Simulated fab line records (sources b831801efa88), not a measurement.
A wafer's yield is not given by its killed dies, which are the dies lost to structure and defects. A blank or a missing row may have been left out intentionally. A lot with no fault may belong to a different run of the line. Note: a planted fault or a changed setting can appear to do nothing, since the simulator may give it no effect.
Lot-split experiment | flow gf180mcu | on a route of 602 steps: 5 lots, 23 wafers read

## SPLIT DETAILS
At GF_HV_LDD_COAT_41 (resist thk 1000 nm), the setting spinRpm was moved away from the recipe's 3000 rpm on 5 of the 23 wafers read, by +4.5% to +4.8%. The other wafers ran this setting at the recipe's value.

The reading comes from the split's own step.

## THE READING
NOVOLAK_of_HV_LDD_COAT_41.thkNm (the simulator's own value, which no gauge read), in nm, at GF_HV_LDD_COAT_41 (resist thk 1000 nm). The file gives no usual value for it. Across the 18 wafers here that went through the recipe, the average is 999.7 nm and the standard deviation 3.3 nm.

wafer  | tool, chamber at the split | spinRpm as run, rpm | against the recipe | NOVOLAK_of_HV_LDD_COAT_41.thkNm, nm | against lot-mates on the recipe
L077.4 | lithoTrack-03, 0           | 3000                | recipe             | 1005                                | -
L077.5 | lithoTrack-03, 0           | 3000                | recipe             | 1005                                | -
L077.6 | lithoTrack-03, 0           | 3000                | recipe             | 1007                                | -
L081.1 | lithoTrack-02, 0           | 3000                | recipe             | 997.2                               | -
L081.2 | lithoTrack-02, 0           | 3145                | +4.8%              | 971.7                               | -25.2
L081.3 | lithoTrack-02, 0           | 3000                | recipe             | 998.7                               | -
L081.5 | lithoTrack-02, 0           | 3000                | recipe             | 994.7                               | -
L081.6 | lithoTrack-02, 0           | 3145                | +4.8%              | 969.9                               | -27.0
L080.1 | lithoTrack-02, 0           | 3000                | recipe             | 998.5                               | -
L080.2 | lithoTrack-02, 0           | 3000                | recipe             | 997                                 | -
L080.3 | lithoTrack-02, 0           | 3000                | recipe             | 996.8                               | -
L080.4 | lithoTrack-02, 0           | 3000                | recipe             | 1000                                | -
L080.6 | lithoTrack-02, 0           | 3000                | recipe             | 998.4                               | -
L083.1 | lithoTrack-02, 0           | 3000                | recipe             | 997.2                               | -
L083.2 | lithoTrack-02, 0           | 3134                | +4.5%              | 975.8                               | -20.4
L083.3 | lithoTrack-02, 0           | 3134                | +4.5%              | 976.1                               | -20.1
L083.4 | lithoTrack-02, 0           | 3134                | +4.5%              | 975                                 | -21.2
L083.5 | lithoTrack-02, 0           | 3000                | recipe             | 995.1                               | -
L084.1 | lithoTrack-03, 0           | 3000                | recipe             | 1002                                | -
L084.4 | lithoTrack-03, 0           | 3000                | recipe             | 1002                                | -
L084.2 | lithoTrack-03, 0           | 3000                | recipe             | 1000                                | -
L084.3 | lithoTrack-03, 0           | 3000                | recipe             | 999.2                               | -
L084.5 | lithoTrack-03, 0           | 3000                | recipe             | 1001                                | -

FIT RESULTS
A straight line over all 23 wafers: NOVOLAK_of_HV_LDD_COAT_41.thkNm changes by -5.65 nm for each +1% of spinRpm; r = -0.96; the points scatter about the line by 3.2 nm.
The same after taking each lot's own level away (the mean of its wafers on the recipe; 23 wafers): -4.95 nm for each +1%; r = -0.99; scatter 1.5 nm.
On that fit, the largest move of spinRpm shifts the reading by 24 nm.
The lots' own levels span 996.15 to 1005.67 nm, that is 2.9 times the standard deviation above.
So the lot-to-lot level changes the slope: the two fits differ.
Check: -23.5 nm against its lot-mates is what the line predicts for one of the wafers moved furthest among these (+4.8%) when that wafer is left out of the fit. It came out at -25.2 nm against them.

## FURTHER SPLITS ON THESE WAFERS
These wafers also went through other splits before the reading. Each is held against what the fit with the lots' levels taken away leaves over:
other split on the same wafers     | wafers away from the commonest value | r with NOVOLAK_of_HV_LDD_COAT_41.thkNm (lot level and that fit taken away)
GF_STI_CVD_03 timeS                | 15                                   | -0.20
GF_STI_PEB_10 pebTempC             | 10                                   | +0.12
GF_MVSD_IMPLANT_08 energyKev       | 10                                   | +0.21
GF_VT_IMPLANT_IMPLANT_08 doseCm2   | 10                                   | -0.57
GF_VT_IMPLANT_IMPLANT_30 energyKev | 10                                   | -0.02
GF_POLY_GATE_CVD_00 tempC          | 18                                   | +0.09
GF_POLY_GATE_EXPOSE_07 doseMj      | 11                                   | -0.12
GF_HV_LDD_EXPOSE_04 doseMj         | 4                                    | -0.54

## FILE'S OWN FIT
NOVOLAK_of_HV_LDD_COAT_41.thkNm changes by -5.02 nm for each +1% of spinRpm, r = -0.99.
